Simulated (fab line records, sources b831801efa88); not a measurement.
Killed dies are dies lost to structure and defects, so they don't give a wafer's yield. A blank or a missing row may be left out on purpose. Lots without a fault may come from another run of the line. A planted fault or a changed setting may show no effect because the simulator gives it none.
One fault seen from 2 desks | flow gf180mcu | each desk has only its own numbers; what lay behind them comes last

THE METROLOGY DESK
What the gauges read, lot by lot, whatever tool the lot ran on: means of the sampled wafers that have a number. A lot is out of limits, marked OUT, if its mean lies more than 4 standard deviations from the usual mean; the brackets give that distance.
Columns: A = VT_IMPLANT_02_OVL at GF_VT_IMPLANT_OVL_MEAS_29, usual -0.7 nm; B = CONTACT_BOW at GF_CONTACT_BOW_MEAS_05, usual 65 um
lot  | first seen here | A    | B
L957 | day 6 23:34     | -0.8 | 65
L958 | day 7 03:46     | -2.3 | 68
L960 | day 7 16:19     | -1.6 | 61
L962 | day 8 06:48     | 0.9  | 67
L964 | day 8 19:40     | 0.2  | 68
L965 | day 9 01:31     | -0.9 | 60
L967 | day 9 16:17     | -1.6 | 60
L972 | day 11 03:25    | -1.0 | 62
L976 | day 12 05:43    | -1.6 | 68
L978 | day 12 19:24    | -1.6 | 68
L979 | day 13 02:31    | 1.7  | 66
L980 | day 13 09:52    | -0.6 | 64
This desk's finding: nothing out of limits on any of the 12 lots.

THE TOOL OWNER'S DESK: litho_track-02
The tool's own readings at GF_VT_IMPLANT_COAT_24 (resist thk 1000 nm): means of the sampled wafers that have a number, for each lot that ran on this tool. A lot is out of limits, marked OUT, if its mean lies more than 4 standard deviations from the usual mean; the brackets give that distance.
Columns: A = chill_plate_temp_C at GF_VT_IMPLANT_COAT_24, usual 23.01 C; B = dispense_pressure_kPa at GF_VT_IMPLANT_COAT_24, usual 53 kPa
lot  | first seen here | A     | B
L958 | day 6 19:50     | 23.07 | 59
L962 | day 7 22:50     | 22.86 | 59
L964 | day 8 11:16     | 23.02 | 59
L967 | day 9 06:55     | 22.95 | 59
L972 | day 10 17:47    | 23.00 | 59
L976 | day 11 20:52    | 22.93 | 59
L979 | day 12 16:43    | 22.87 | 59
This desk's finding: nothing out of limits on any of the 7 lots.

PUT TOGETHER
The metrology desk saw nothing out of limits.
The tool owner's desk saw nothing out of limits.

WHAT THE SIMULATOR HAD PUT IN
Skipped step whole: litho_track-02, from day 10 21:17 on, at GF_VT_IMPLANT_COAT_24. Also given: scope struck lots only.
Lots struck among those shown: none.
